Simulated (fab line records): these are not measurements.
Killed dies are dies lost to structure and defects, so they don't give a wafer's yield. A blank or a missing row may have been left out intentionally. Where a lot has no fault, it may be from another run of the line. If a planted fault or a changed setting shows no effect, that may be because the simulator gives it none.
fab line records | flow sky130
record lots=24 | wafers=72 | last-day=50
route steps=708 shown VT_ADJUST_HVTR@139 LDD_LDN@301 SD_N@350 LOCAL_INTERCONNECT@398 METAL1@440 METAL3@533
lots untouched by any fault: they come from a run of this same line in which no faults occurred
start-h: hours from the record's first day to the start of the lot's first wafer shown | wait-h: how many hours have passed since the lot's step before this one | " unchanged from the row above | L1.1+2: one row covering several wafers at once | - either no value or no given start | * or withheld: withheld | < > ~ a bound
route shown NAME@n: a module of which the file shows steps, and the number in the route of the first | usual: mean/standard deviation of fault-free wafers | same: alike in all rows | chamber/n: place in a boat | sites: the reading at each site | _std_site: standard deviation of those values | _edge_site: mean of outer sites minus mean of inner sites | radius-mm: for every site, how far away it sits from the centre of the wafer | mask NAME#n: copy n | behind: the last tool/chamber to shape the wafer | hold: reason for holding the lot/hours on hold/outcome of the hold | device: which transistor (n, p or np) failed to switch | end of line: at the end of the route, the tests of the same wafers | a step without rows: its recipe alone | killed: at the first sort, the dies lost to defects and structure; wafer yield is something else | map: a wafer's dies, marking killed ones x, the rest . and places with no die _
set.NAME: the run value of the setting; set.NAME@STEP: its run value at that earlier step | model.NAME: the simulator's own value behind a step, which no gauge read
steps of the route over a sample of lots; a table a step, a row a wafer
services: when a tool's chamber went out of use (start-h, in hours from the record's first day, below 0 if earlier), for how many hours, and the reason
## steps
# step SKY_VT_ADJUST_HVTR_OVL_MEAS_08
# usual VT_ADJUST_HVTR_OVL=-1.2/1.3
lot.wafer | tool       | chamber | start-h | wait-h | VT_ADJUST_HVTR_OVL[nm]
L074.2    | overlay-02 | -       | 199.75  | 0.1    | -1.0
L074.3    | "          | -       | "       | "      | -2.3
L074.5    | "          | -       | "       | "      | -1.9
L075.1    | overlay-01 | -       | 222.61  | 0.1    | -3.8
L075.5    | "          | -       | "       | "      | -2.6
L075.6    | "          | -       | "       | "      | -3.1
L076.1    | overlay-01 | -       | 222.85  | 0.1    | -0.7
L076.2    | "          | -       | "       | "      | -0.4
L076.4    | "          | -       | "       | "      | -1.4
L077.2    | overlay-01 | -       | 227.50  | 0.1    | -1.8
L077.4    | "          | -       | "       | "      | 1.9
L077.5    | "          | -       | "       | "      | -2.0
L078.1    | overlay-02 | -       | 227.93  | 0.1    | -0.7
L078.2    | "          | -       | "       | "      | -0.1
L078.5    | "          | -       | "       | "      | 0.7
L079.1    | overlay-02 | -       | 234.20  | 0.1    | 0.4
L079.4    | "          | -       | "       | "      | 0.6
L079.6    | "          | -       | "       | "      | 1.9
L080.1    | overlay-02 | -       | 249.86  | 0.1    | -1.2
L080.4    | "          | -       | "       | "      | -0.1
L080.6    | "          | -       | "       | "      | -0.9
L081.2    | overlay-02 | -       | 259.15  | 0.1    | -0.8
L081.4    | "          | -       | "       | "      | 0.8
L081.5    | "          | -       | "       | "      | 0.5
L082.2    | overlay-02 | -       | 259.68  | 0.1    | -3.0
L082.5    | "          | -       | "       | "      | -5.0
L082.6    | "          | -       | "       | "      | -2.2
L083.2    | overlay-02 | -       | 274.55  | 0.1    | -0.6
L083.4    | "          | -       | "       | "      | -1.2
L083.6    | "          | -       | "       | "      | -0.4
L084.1    | overlay-02 | -       | 278.35  | 0.1    | -1.4
L084.3    | "          | -       | "       | "      | -2.2
L084.4    | "          | -       | "       | "      | -0.9
L085.3    | overlay-02 | -       | 294.17  | 0.1    | -3.8
L085.5    | "          | -       | "       | "      | -2.0
L085.6    | "          | -       | "       | "      | -3.1
L086.3    | overlay-01 | -       | 294.89  | 0.1    | -2.2
L086.4    | "          | -       | "       | "      | -0.6
L086.5    | "          | -       | "       | "      | -0.9
L087.1    | overlay-02 | -       | 298.03  | 0.1    | -3.0
L087.2    | "          | -       | "       | "      | -3.1
L087.5    | "          | -       | "       | "      | -3.2
L088.1    | overlay-01 | -       | 306.10  | 0.1    | 0.1
L088.4    | "          | -       | "       | "      | 0.4
L088.6    | "          | -       | "       | "      | 1.3
L089.1    | overlay-02 | -       | 311.63  | 0.1    | -1.3
L089.2    | "          | -       | "       | "      | -1.1
L089.3    | "          | -       | "       | "      | -1.0
L090.1    | overlay-02 | -       | 327.03  | 0.1    | -2.6
L090.4    | "          | -       | "       | "      | -1.1
L090.6    | "          | -       | "       | "      | -0.7
L091.1    | overlay-01 | -       | 331.95  | 0.1    | -2.4
L091.2    | "          | -       | "       | "      | -1.4
L091.6    | "          | -       | "       | "      | -1.8
L092.1    | overlay-01 | -       | 334.28  | 0.1    | 1.6
L092.3    | "          | -       | "       | "      | 0.4
L092.6    | "          | -       | "       | "      | -0.1
L093.1    | overlay-02 | -       | 356.00  | 0.1    | -1.8
L093.3    | "          | -       | "       | "      | -3.4
L093.6    | "          | -       | "       | "      | -1.5
L095.1    | overlay-01 | -       | 356.38  | 0.1    | -0.5
L095.4    | "          | -       | "       | "      | -2.3
L095.6    | "          | -       | "       | "      | -1.1
L094.1    | overlay-01 | -       | 367.15  | 0.1    | 0.1
L094.3    | "          | -       | "       | "      | -2.6
L094.5    | "          | -       | "       | "      | -1.9
L096.2    | overlay-02 | -       | 376.83  | 0.1    | -0.2
L096.5    | "          | -       | "       | "      | -1.2
L096.6    | "          | -       | "       | "      | 0.0
L097.2    | overlay-02 | -       | 378.68  | 0.1    | -2.2
L097.3    | "          | -       | "       | "      | 0.0
L097.4    | "          | -       | "       | "      | -1.1
# step SKY_LDD_LDN_STRIP_12
# recipe chemistry=O2/N2 | power-w=1400 | pressure-mtorr=1500 | platen-temp-c=withheld | o2-flow-sccm=3000 | n2-flow-sccm=300 | overash-fraction=0.5
# usual drypump-motor-current-A=5.6/0.41 | oes-product-au=0.715/0.0049 | strip-time-to-endpoint-s=14.20/0.042
lot.wafer | tool            | chamber | start-h | wait-h | drypump-motor-current-A | oes-product-au | rf-hours-counter-h | strip-time-to-endpoint-s
L074.2    | plasma-asher-02 | 0       | 515.79  | 0.1    | 5.8                     | 0.714          | 35                 | 14.22
L074.3    | "               | 1       | "       | "      | 5.4                     | 0.717          | -                  | 14.29
L074.5    | "               | 0       | "       | "      | 5.9                     | 0.715          | -                  | 14.28
L076.1    | plasma-asher-04 | 1       | 546.96  | 0.1    | 5.1                     | 0.714          | 90                 | 14.12
L076.2    | "               | 0       | "       | "      | 5.8                     | 0.719          | 90                 | 14.14
L076.4    | "               | 0       | "       | "      | 5.8                     | 0.718          | -                  | 14.12
L075.1    | plasma-asher-01 | 1       | 548.64  | 0.1    | 6.3                     | 0.711          | 12                 | 14.23
L075.5    | "               | 0       | "       | "      | 5.3                     | 0.714          | -                  | 14.18
L075.6    | "               | 1       | "       | "      | 6.3                     | 0.710          | -                  | 14.25
L077.2    | plasma-asher-04 | 1       | 554.86  | 0.1    | 5.1                     | 0.706          | 91                 | 14.20
L077.4    | "               | 0       | "       | "      | 5.8                     | 0.716          | -                  | 14.19
L077.5    | "               | 0       | "       | "      | 5.8                     | 0.707          | -                  | 14.22
L078.1    | plasma-asher-01 | 1       | 554.99  | 0.1    | 6.3                     | 0.712          | 13                 | 14.15
L078.2    | "               | 0       | "       | "      | 5.3                     | 0.708          | 13                 | 14.09
L078.5    | "               | 1       | "       | "      | 6.3                     | 0.716          | -                  | 14.21
L079.1    | plasma-asher-02 | 0       | 571.66  | 0.1    | 5.9                     | 0.722          | 41                 | 14.12
L079.4    | "               | 1       | "       | "      | 5.3                     | 0.714          | -                  | 14.14
L079.6    | "               | 1       | "       | "      | 5.4                     | 0.721          | -                  | 14.17
L080.1    | plasma-asher-04 | 0       | 583.74  | 0.1    | 5.7                     | 0.722          | 94                 | 14.18
L080.4    | "               | 0       | "       | "      | 5.7                     | 0.718          | -                  | 14.22
L080.6    | "               | 1       | "       | "      | 5.1                     | 0.709          | -                  | 14.16
L081.2    | plasma-asher-02 | 0       | 592.31  | 0.1    | 5.9                     | 0.716          | 43                 | 14.22
L081.4    | "               | 0       | "       | "      | 5.9                     | 0.712          | -                  | 14.27
L081.5    | "               | 1       | "       | "      | 5.3                     | 0.715          | -                  | 14.27
L082.2    | plasma-asher-01 | 1       | 597.71  | 0.1    | 6.3                     | 0.716          | 17                 | 14.17
L082.5    | "               | 1       | "       | "      | 6.3                     | 0.722          | -                  | 14.21
L082.6    | "               | 0       | "       | "      | 5.3                     | 0.711          | -                  | 14.20
L083.2    | plasma-asher-04 | 0       | 611.36  | 0.1    | 5.8                     | 0.714          | 96                 | 14.22
L083.4    | "               | 0       | "       | "      | 5.7                     | 0.713          | -                  | 14.20
L083.6    | "               | 0       | "       | "      | 5.8                     | 0.721          | -                  | 14.16
L084.1    | plasma-asher-04 | 1       | 616.36  | 0.1    | 5.1                     | 0.717          | 97                 | 14.17
L084.3    | "               | 0       | "       | "      | 5.8                     | 0.715          | -                  | 14.19
L084.4    | "               | 1       | "       | "      | 5.1                     | 0.721          | -                  | 14.23
L085.3    | plasma-asher-04 | 0       | 632.07  | 0.1    | 5.7                     | 0.716          | -                  | 14.22
L085.5    | "               | 0       | "       | "      | 5.7                     | 0.722          | -                  | 14.21
L085.6    | "               | 1       | "       | "      | 5.1                     | 0.719          | -                  | 14.22
L086.3    | plasma-asher-04 | 0       | 638.04  | 0.1    | 5.7                     | 0.722          | -                  | 14.23
L086.4    | "               | 1       | "       | "      | 5.1                     | 0.714          | -                  | 14.21
L086.5    | "               | 1       | "       | "      | 5.1                     | 0.708          | -                  | 14.18
L087.1    | plasma-asher-04 | 1       | 640.21  | 0.1    | 5.1                     | 0.715          | 99                 | 14.18
L087.2    | "               | 0       | "       | "      | 5.8                     | 0.711          | 99                 | 14.15
L087.5    | "               | 0       | "       | "      | 5.8                     | 0.707          | -                  | 14.19
L088.1    | plasma-asher-01 | 1       | 649.89  | 0.1    | 6.3                     | 0.713          | 23                 | 14.24
L088.4    | "               | 1       | "       | "      | 6.3                     | 0.722          | -                  | 14.21
L088.6    | "               | 0       | "       | "      | 5.3                     | 0.716          | -                  | 14.22
L089.1    | plasma-asher-02 | 0       | 651.34  | 0.1    | 5.9                     | 0.716          | 49                 | 14.20
L089.2    | "               | 1       | "       | "      | 5.3                     | 0.712          | 49                 | 14.21
L089.3    | "               | 1       | "       | "      | 5.3                     | 0.705          | -                  | 14.18
L090.1    | plasma-asher-02 | 1       | 666.84  | 0.1    | 5.4                     | 0.717          | 50                 | 14.23
L090.4    | "               | 1       | "       | "      | 5.3                     | 0.721          | -                  | 14.26
L090.6    | "               | 0       | "       | "      | 5.9                     | 0.718          | -                  | 14.23
L092.1    | plasma-asher-02 | 0       | 676.31  | 0.1    | 5.9                     | 0.713          | 51                 | 14.16
L092.3    | "               | 0       | "       | "      | 5.9                     | 0.708          | -                  | 14.14
L092.6    | "               | 1       | "       | "      | 5.3                     | 0.720          | -                  | 14.18
L091.1    | plasma-asher-01 | 0       | 678.61  | 0.1    | 5.3                     | 0.711          | 26                 | 14.21
L091.2    | "               | 1       | "       | "      | 6.3                     | 0.723          | 26                 | 14.17
L091.6    | "               | 0       | "       | "      | 5.3                     | 0.719          | -                  | 14.22
L093.1    | plasma-asher-01 | 0       | 698.31  | 0.1    | 5.3                     | 0.725          | 28                 | 14.27
L093.3    | "               | 1       | "       | "      | 6.3                     | 0.712          | -                  | 14.28
L093.6    | "               | 1       | "       | "      | 6.3                     | 0.716          | -                  | 14.24
L095.1    | plasma-asher-02 | 1       | 698.79  | 0.1    | 5.3                     | 0.715          | 54                 | 14.21
L095.4    | "               | 0       | "       | "      | 5.9                     | 0.713          | -                  | 14.13
L095.6    | "               | 1       | "       | "      | 5.3                     | 0.708          | -                  | 14.24
L094.1    | plasma-asher-04 | 0       | 707.52  | 0.1    | 5.7                     | 0.709          | 104                | 14.18
L094.3    | "               | 0       | "       | "      | 5.8                     | 0.716          | -                  | 14.14
L094.5    | "               | 1       | "       | "      | 5.1                     | 0.715          | -                  | 14.15
L096.2    | plasma-asher-01 | 0       | 715.94  | 0.1    | 5.3                     | 0.710          | 29                 | 14.23
L096.5    | "               | 1       | "       | "      | 6.3                     | 0.712          | -                  | 14.24
L096.6    | "               | 0       | "       | "      | 5.3                     | 0.705          | -                  | 14.22
L097.2    | plasma-asher-04 | 1       | 718.16  | 0.1    | 5.1                     | 0.714          | 106                | 14.21
L097.3    | "               | 1       | "       | "      | 5.1                     | 0.717          | -                  | 14.19
L097.4    | "               | 0       | "       | "      | 5.7                     | 0.718          | -                  | 14.22
# step SKY_SD_N_OVL_MEAS_08
# usual SD_N_OVL=-0.1/1.3
lot.wafer | tool       | chamber | start-h | wait-h | SD_N_OVL[nm]
L074.2    | overlay-02 | -       | 640.00  | 0.1    | -1.5
L074.3    | "          | -       | "       | "      | -0.6
L074.5    | "          | -       | "       | "      | -0.3
L076.1    | overlay-01 | -       | 665.24  | 0.1    | 2.0
L076.2    | "          | -       | "       | "      | -0.2
L076.4    | "          | -       | "       | "      | 0.7
L075.1    | overlay-02 | -       | 668.14  | 0.1    | -3.5
L075.5    | "          | -       | "       | "      | -1.5
L075.6    | "          | -       | "       | "      | -1.0
L077.2    | overlay-02 | -       | 672.95  | 0.1    | -1.0
L077.4    | "          | -       | "       | "      | -1.3
L077.5    | "          | -       | "       | "      | -1.9
L078.1    | overlay-02 | -       | 673.74  | 0.1    | 1.8
L078.2    | "          | -       | "       | "      | -1.7
L078.5    | "          | -       | "       | "      | 0.1
L079.1    | overlay-01 | -       | 689.04  | 0.1    | -1.1
L079.4    | "          | -       | "       | "      | 1.2
L079.6    | "          | -       | "       | "      | -2.6
L080.1    | overlay-01 | -       | 700.69  | 0.1    | -1.7
L080.4    | "          | -       | "       | "      | 0.0
L080.6    | "          | -       | "       | "      | 0.4
L081.2    | overlay-02 | -       | 707.95  | 0.1    | 1.5
L081.4    | "          | -       | "       | "      | 1.4
L081.5    | "          | -       | "       | "      | 0.7
L082.2    | overlay-02 | -       | 713.80  | 0.1    | -0.3
L082.5    | "          | -       | "       | "      | -1.5
L082.6    | "          | -       | "       | "      | -0.3
L083.2    | overlay-02 | -       | 726.50  | 0.1    | 0.5
L083.4    | "          | -       | "       | "      | -0.2
L083.6    | "          | -       | "       | "      | 0.2
L084.1    | overlay-01 | -       | 732.34  | 0.1    | 0.2
L084.3    | "          | -       | "       | "      | 2.0
L084.4    | "          | -       | "       | "      | -1.3
L085.3    | overlay-02 | -       | 746.19  | 0.1    | -0.3
L085.5    | "          | -       | "       | "      | -1.3
L085.6    | "          | -       | "       | "      | -3.0
L086.3    | overlay-02 | -       | 753.80  | 0.1    | 1.4
L086.4    | "          | -       | "       | "      | 2.4
L086.5    | "          | -       | "       | "      | 1.0
L087.1    | overlay-01 | -       | 755.87  | 0.1    | 0.9
L087.2    | "          | -       | "       | "      | 1.5
L087.5    | "          | -       | "       | "      | 0.7
L088.1    | overlay-02 | -       | 763.27  | 0.1    | -1.4
L088.4    | "          | -       | "       | "      | 1.1
L088.6    | "          | -       | "       | "      | 1.2
L089.1    | overlay-01 | -       | 766.60  | 0.1    | -1.9
L089.2    | "          | -       | "       | "      | 0.8
L089.3    | "          | -       | "       | "      | -1.4
L090.1    | overlay-02 | -       | 777.82  | 0.1    | 1.2
L090.4    | "          | -       | "       | "      | 3.2
L090.6    | "          | -       | "       | "      | -0.3
L092.1    | overlay-02 | -       | 786.90  | 0.1    | -1.3
L092.3    | "          | -       | "       | "      | 0.3
L092.6    | "          | -       | "       | "      | -1.8
L091.1    | overlay-01 | -       | 791.40  | 0.1    | 0.1
L091.2    | "          | -       | "       | "      | 0.4
L091.6    | "          | -       | "       | "      | 0.9
L093.1    | overlay-01 | -       | 807.19  | 0.1    | 0.5
L093.3    | "          | -       | "       | "      | -0.7
L093.6    | "          | -       | "       | "      | -0.4
L095.1    | overlay-01 | -       | 808.05  | 0.1    | -1.2
L095.4    | "          | -       | "       | "      | 0.2
L095.6    | "          | -       | "       | "      | 0.5
L094.1    | overlay-01 | -       | 817.44  | 0.1    | -1.8
L094.3    | "          | -       | "       | "      | -3.2
L094.5    | "          | -       | "       | "      | -1.5
L096.2    | overlay-02 | -       | 823.80  | 0.1    | 1.2
L096.5    | "          | -       | "       | "      | -0.8
L096.6    | "          | -       | "       | "      | -0.6
L097.2    | overlay-02 | -       | 827.25  | 0.1    | 0.3
L097.3    | "          | -       | "       | "      | -0.9
L097.4    | "          | -       | "       | "      | -0.9
# step SKY_LOCAL_INTERCONNECT_CD_MEAS_11
# recipe target-cd-nm=170
# usual cd-nm=169.5/1.5
lot.wafer | tool      | chamber | start-h | wait-h | cd-nm
L074.2    | cd-sem-01 | -       | 700.94  | -      | 170.5
L074.3    | "         | -       | "       | "      | 169.2
L074.5    | "         | -       | "       | "      | 168.6
L076.1    | cd-sem-02 | -       | 723.82  | -      | 167.3
L076.2    | "         | -       | "       | "      | 169.2
L076.4    | "         | -       | "       | "      | 168.5
L075.1    | cd-sem-01 | -       | 726.92  | -      | 172.5
L075.5    | "         | -       | "       | "      | 171.5
L075.6    | "         | -       | "       | "      | 172.1
L077.2    | cd-sem-01 | -       | 730.94  | -      | 169.1
L077.4    | "         | -       | "       | "      | 168.9
L077.5    | "         | -       | "       | "      | 168.0
L078.1    | cd-sem-01 | -       | 732.09  | -      | 169.6
L078.2    | "         | -       | "       | "      | 170.7
L078.5    | "         | -       | "       | "      | 168.7
L079.1    | cd-sem-01 | -       | 747.64  | -      | 167.4
L079.4    | "         | -       | "       | "      | 168.8
L079.6    | "         | -       | "       | "      | 168.1
L080.1    | cd-sem-01 | -       | 758.17  | -      | 169.1
L080.4    | "         | -       | "       | "      | 169.8
L080.6    | "         | -       | "       | "      | 170.2
L081.2    | cd-sem-02 | -       | 765.24  | -      | 170.8
L081.4    | "         | -       | "       | "      | 169.8
L081.5    | "         | -       | "       | "      | 170.6
L082.2    | cd-sem-02 | -       | 771.56  | -      | 169.6
L082.5    | "         | -       | "       | "      | 170.3
L082.6    | "         | -       | "       | "      | 168.8
L083.2    | cd-sem-01 | -       | 784.31  | -      | 171.6
L083.4    | "         | -       | "       | "      | 171.0
L083.6    | "         | -       | "       | "      | 172.5
L084.1    | cd-sem-01 | -       | 789.67  | -      | 169.8
L084.3    | "         | -       | "       | "      | 167.9
L084.4    | "         | -       | "       | "      | 169.8
L085.3    | cd-sem-01 | -       | 801.82  | -      | 165.8
L085.5    | "         | -       | "       | "      | 164.7
L085.6    | "         | -       | "       | "      | 166.1
L086.3    | cd-sem-01 | -       | 809.92  | -      | 169.5
L086.4    | "         | -       | "       | "      | 169.7
L086.5    | "         | -       | "       | "      | 169.6
L087.1    | cd-sem-01 | -       | 812.02  | -      | 171.6
L087.2    | "         | -       | "       | "      | 170.1
L087.5    | "         | -       | "       | "      | 170.1
L088.1    | cd-sem-02 | -       | 819.52  | -      | 168.7
L088.4    | "         | -       | "       | "      | 167.6
L088.6    | "         | -       | "       | "      | 168.1
L089.1    | cd-sem-02 | -       | 822.58  | -      | 167.9
L089.2    | "         | -       | "       | "      | 169.6
L089.3    | "         | -       | "       | "      | 169.3
L090.1    | cd-sem-02 | -       | 833.04  | -      | 169.9
L090.4    | "         | -       | "       | "      | 169.8
L090.6    | "         | -       | "       | "      | 168.1
L092.1    | cd-sem-01 | -       | 842.52  | -      | 170.6
L092.3    | "         | -       | "       | "      | 170.1
L092.6    | "         | -       | "       | "      | 169.9
L091.1    | cd-sem-01 | -       | 847.43  | -      | 170.0
L091.2    | "         | -       | "       | "      | 169.9
L091.6    | "         | -       | "       | "      | 169.5
L093.1    | cd-sem-01 | -       | 863.32  | -      | 171.8
L093.3    | "         | -       | "       | "      | 168.9
L093.6    | "         | -       | "       | "      | 169.6
L095.1    | cd-sem-01 | -       | 864.02  | -      | 168.0
L095.4    | "         | -       | "       | "      | 169.1
L095.6    | "         | -       | "       | "      | 167.8
L094.1    | cd-sem-02 | -       | 874.58  | -      | 171.6
L094.3    | "         | -       | "       | "      | 170.9
L094.5    | "         | -       | "       | "      | 169.9
L096.2    | cd-sem-02 | -       | 880.04  | -      | 169.9
L096.5    | "         | -       | "       | "      | 169.7
L096.6    | "         | -       | "       | "      | 170.6
L097.2    | cd-sem-01 | -       | 883.85  | -      | 170.6
L097.3    | "         | -       | "       | "      | 170.8
L097.4    | "         | -       | "       | "      | 170.9
# step SKY_METAL1_THK_MEAS_06
# recipe thk-meas-gauge=xrf | reads=AlCu_of_METAL1_SPUTTER_02
# usual METAL1_ALCU_THK=250/3.2
lot.wafer | tool          | chamber | start-h | wait-h | METAL1_ALCU_THK[nm]
L074.2    | film-metro-04 | -       | 731.54  | 0.1    | 254
L074.3    | "             | -       | "       | "      | 254
L074.5    | "             | -       | "       | "      | 253
L076.1    | film-metro-04 | -       | 754.52  | 0.1    | 250
L076.2    | "             | -       | "       | "      | 249
L076.4    | "             | -       | "       | "      | 245
L075.1    | film-metro-01 | -       | 757.47  | 0.1    | 249
L075.5    | "             | -       | "       | "      | 253
L075.6    | "             | -       | "       | "      | 251
L077.2    | film-metro-02 | -       | 761.11  | 0.1    | 247
L077.4    | "             | -       | "       | "      | 249
L077.5    | "             | -       | "       | "      | 247
L078.1    | film-metro-02 | -       | 762.69  | 0.1    | 247
L078.2    | "             | -       | "       | "      | 246
L078.5    | "             | -       | "       | "      | 248
L079.1    | film-metro-02 | -       | 777.65  | 0.1    | 253
L079.4    | "             | -       | "       | "      | 256
L079.6    | "             | -       | "       | "      | 253
L080.1    | film-metro-01 | -       | 788.52  | 0.1    | 246
L080.4    | "             | -       | "       | "      | 242
L080.6    | "             | -       | "       | "      | 248
L081.2    | film-metro-02 | -       | 795.27  | 0.1    | 249
L081.4    | "             | -       | "       | "      | 245
L081.5    | "             | -       | "       | "      | 247
L082.2    | film-metro-04 | -       | 800.61  | 0.1    | 250
L082.5    | "             | -       | "       | "      | 249
L082.6    | "             | -       | "       | "      | 254
L083.2    | film-metro-04 | -       | 813.48  | 0.1    | 249
L083.4    | "             | -       | "       | "      | 250
L083.6    | "             | -       | "       | "      | 250
L084.1    | film-metro-01 | -       | 819.04  | 0.1    | 251
L084.3    | "             | -       | "       | "      | 250
L084.4    | "             | -       | "       | "      | 249
L085.3    | film-metro-04 | -       | 832.09  | 0.1    | 249
L085.5    | "             | -       | "       | "      | 254
L085.6    | "             | -       | "       | "      | 251
L086.3    | film-metro-04 | -       | 840.35  | 0.1    | 248
L086.4    | "             | -       | "       | "      | 250
L086.5    | "             | -       | "       | "      | 250
L087.1    | film-metro-01 | -       | 841.60  | 0.1    | 248
L087.2    | "             | -       | "       | "      | 256
L087.5    | "             | -       | "       | "      | 251
L088.1    | film-metro-02 | -       | 850.05  | 0.1    | 255
L088.4    | "             | -       | "       | "      | 252
L088.6    | "             | -       | "       | "      | 253
L089.1    | film-metro-04 | -       | 852.67  | 0.1    | 250
L089.2    | "             | -       | "       | "      | 248
L089.3    | "             | -       | "       | "      | 250
L090.1    | film-metro-02 | -       | 862.68  | 0.1    | 250
L090.4    | "             | -       | "       | "      | 250
L090.6    | "             | -       | "       | "      | 247
L092.1    | film-metro-04 | -       | 871.65  | 0.1    | 246
L092.3    | "             | -       | "       | "      | 250
L092.6    | "             | -       | "       | "      | 247
L091.1    | film-metro-01 | -       | 876.88  | 0.1    | 252
L091.2    | "             | -       | "       | "      | 250
L091.6    | "             | -       | "       | "      | 250
L093.1    | film-metro-02 | -       | 892.03  | 0.1    | 248
L093.3    | "             | -       | "       | "      | 247
L093.6    | "             | -       | "       | "      | 246
L095.1    | film-metro-01 | -       | 893.05  | 0.1    | 244
L095.4    | "             | -       | "       | "      | 243
L095.6    | "             | -       | "       | "      | 245
L094.1    | film-metro-01 | -       | 902.73  | 0.1    | 249
L094.3    | "             | -       | "       | "      | 244
L094.5    | "             | -       | "       | "      | 246
L096.2    | film-metro-01 | -       | 908.52  | 0.1    | 250
L096.5    | "             | -       | "       | "      | 249
L096.6    | "             | -       | "       | "      | 247
L097.2    | film-metro-02 | -       | 912.55  | 0.1    | 256
L097.3    | "             | -       | "       | "      | 248
L097.4    | "             | -       | "       | "      | 252
# step SKY_METAL3_SPUTTER_01
# recipe material=TiN | target-thk-nm=20 | power-w=6500 | time-s=16.7 | chamber-pressure-pa=0.4
# usual throttle-valve-pct=30.1/0.82
lot.wafer | tool           | chamber | start-h | wait-h | throttle-valve-pct
L074.2    | pvd-sputter-01 | -       | 842.86  | 0.0    | 29.2
L074.3    | "              | -       | "       | "      | 30.6
L074.5    | "              | -       | "       | "      | 31.1
L076.1    | pvd-sputter-03 | -       | 864.18  | 0.0    | 29.7
L076.2    | "              | -       | "       | "      | 29.4
L076.4    | "              | -       | "       | "      | 30.8
L075.1    | pvd-sputter-04 | -       | 870.13  | 0.0    | 31.2
L075.5    | "              | -       | "       | "      | 31.5
L075.6    | "              | -       | "       | "      | 29.6
L077.2    | pvd-sputter-03 | -       | 873.74  | 0.0    | 30.5
L077.4    | "              | -       | "       | "      | 29.8
L077.5    | "              | -       | "       | "      | 30.5
L078.1    | pvd-sputter-04 | -       | 874.38  | 0.0    | 29.6
L078.2    | "              | -       | "       | "      | 31.4
L078.5    | "              | -       | "       | "      | 29.5
L079.1    | pvd-sputter-03 | -       | 888.02  | 0.0    | 30.7
L079.4    | "              | -       | "       | "      | 29.4
L079.6    | "              | -       | "       | "      | 29.4
L080.1    | pvd-sputter-04 | -       | 899.73  | 0.0    | 29.8
L080.4    | "              | -       | "       | "      | 30.8
L080.6    | "              | -       | "       | "      | 29.7
L081.2    | pvd-sputter-04 | -       | 905.56  | 0.0    | 31.1
L081.4    | "              | -       | "       | "      | 29.8
L081.5    | "              | -       | "       | "      | 30.9
L082.2    | pvd-sputter-04 | -       | 911.35  | 0.0    | 31.4
L082.5    | "              | -       | "       | "      | 31.0
L082.6    | "              | -       | "       | "      | 29.7
L083.2    | pvd-sputter-01 | -       | 923.06  | 0.0    | 30.7
L083.4    | "              | -       | "       | "      | 29.3
L083.6    | "              | -       | "       | "      | 28.4
L084.1    | pvd-sputter-04 | -       | 929.87  | 0.0    | 31.2
L084.3    | "              | -       | "       | "      | 29.8
L084.4    | "              | -       | "       | "      | 29.6
L085.3    | pvd-sputter-01 | -       | 940.04  | 0.0    | 30.5
L085.5    | "              | -       | "       | "      | 29.1
L085.6    | "              | -       | "       | "      | 28.5
L086.3    | pvd-sputter-01 | -       | 948.46  | 0.0    | 31.2
L086.4    | "              | -       | "       | "      | 29.3
L086.5    | "              | -       | "       | "      | 30.7
L087.1    | pvd-sputter-04 | -       | 948.84  | 0.0    | 31.2
L087.2    | "              | -       | "       | "      | 29.7
L087.5    | "              | -       | "       | "      | 30.8
L088.1    | pvd-sputter-04 | -       | 956.63  | 0.0    | 29.2
L088.4    | "              | -       | "       | "      | 30.9
L088.6    | "              | -       | "       | "      | 30.9
L089.1    | pvd-sputter-04 | -       | 959.90  | 0.0    | 29.7
L089.2    | "              | -       | "       | "      | 31.5
L089.3    | "              | -       | "       | "      | 31.2
L090.1    | pvd-sputter-04 | -       | 969.89  | 0.0    | 29.6
L090.4    | "              | -       | "       | "      | 30.7
L090.6    | "              | -       | "       | "      | 29.7
L092.1    | pvd-sputter-01 | -       | 977.39  | 0.0    | 30.6
L092.3    | "              | -       | "       | "      | 31.0
L092.6    | "              | -       | "       | "      | 30.8
L091.1    | pvd-sputter-03 | -       | 981.90  | 0.0    | 30.8
L091.2    | "              | -       | "       | "      | 29.4
L091.6    | "              | -       | "       | "      | 30.5
L093.1    | pvd-sputter-01 | -       | 995.23  | 0.0    | 31.6
L093.3    | "              | -       | "       | "      | 28.4
L093.6    | "              | -       | "       | "      | 31.3
L095.1    | pvd-sputter-04 | -       | 997.40  | 0.0    | 29.6
L095.4    | "              | -       | "       | "      | 31.1
L095.6    | "              | -       | "       | "      | 29.5
L094.1    | pvd-sputter-03 | -       | 1005.30 | 0.0    | 29.4
L094.3    | "              | -       | "       | "      | 29.9
L094.5    | "              | -       | "       | "      | 29.5
L096.2    | pvd-sputter-04 | -       | 1011.94 | 0.0    | 29.6
L096.5    | "              | -       | "       | "      | 31.2
L096.6    | "              | -       | "       | "      | 29.5
L097.2    | pvd-sputter-03 | -       | 1014.27 | 0.0    | 29.3
L097.3    | "              | -       | "       | "      | 29.4
L097.4    | "              | -       | "       | "      | 30.6
## services
tool            | chamber | start-h | hours | kind
plasma-asher-01 | -       | 500.83  | 1.7   | repair
plasma-asher-04 | -       | 513.51  | 4.3   | pm
pvd-sputter-03  | -       | 549.20  | 3.8   | repair
plasma-asher-04 | -       | 573.65  | 2.3   | repair
pvd-sputter-01  | -       | 653.49  | 0.6   | repair
pvd-sputter-04  | -       | 661.00  | 1.6   | repair
plasma-asher-04 | -       | 681.52  | 15.6  | pm
plasma-asher-01 | -       | 686.82  | 2.7   | repair
plasma-asher-04 | -       | 701.37  | 1.6   | repair
pvd-sputter-04  | -       | 705.33  | 2.1   | repair
pvd-sputter-01  | -       | 708.76  | 3.0   | repair
plasma-asher-04 | -       | 733.75  | 9.0   | pm
pvd-sputter-03  | -       | 801.14  | 1.0   | repair
plasma-asher-01 | -       | 819.44  | 15.6  | pm
pvd-sputter-03  | -       | 819.52  | 11.9  | repair
pvd-sputter-04  | -       | 835.29  | 12.5  | repair
plasma-asher-01 | -       | 835.78  | 1.2   | repair
plasma-asher-01 | -       | 863.68  | 1.1   | repair
plasma-asher-02 | -       | 917.20  | 0.4   | repair
plasma-asher-04 | -       | 939.07  | 6.7   | pm
plasma-asher-01 | -       | 949.66  | 28.1  | pm
plasma-asher-01 | -       | 977.76  | 2.8   | pm
plasma-asher-02 | -       | 988.31  | 2.2   | repair
plasma-asher-02 | -       | 988.39  | 0.8   | repair
## key
fault none
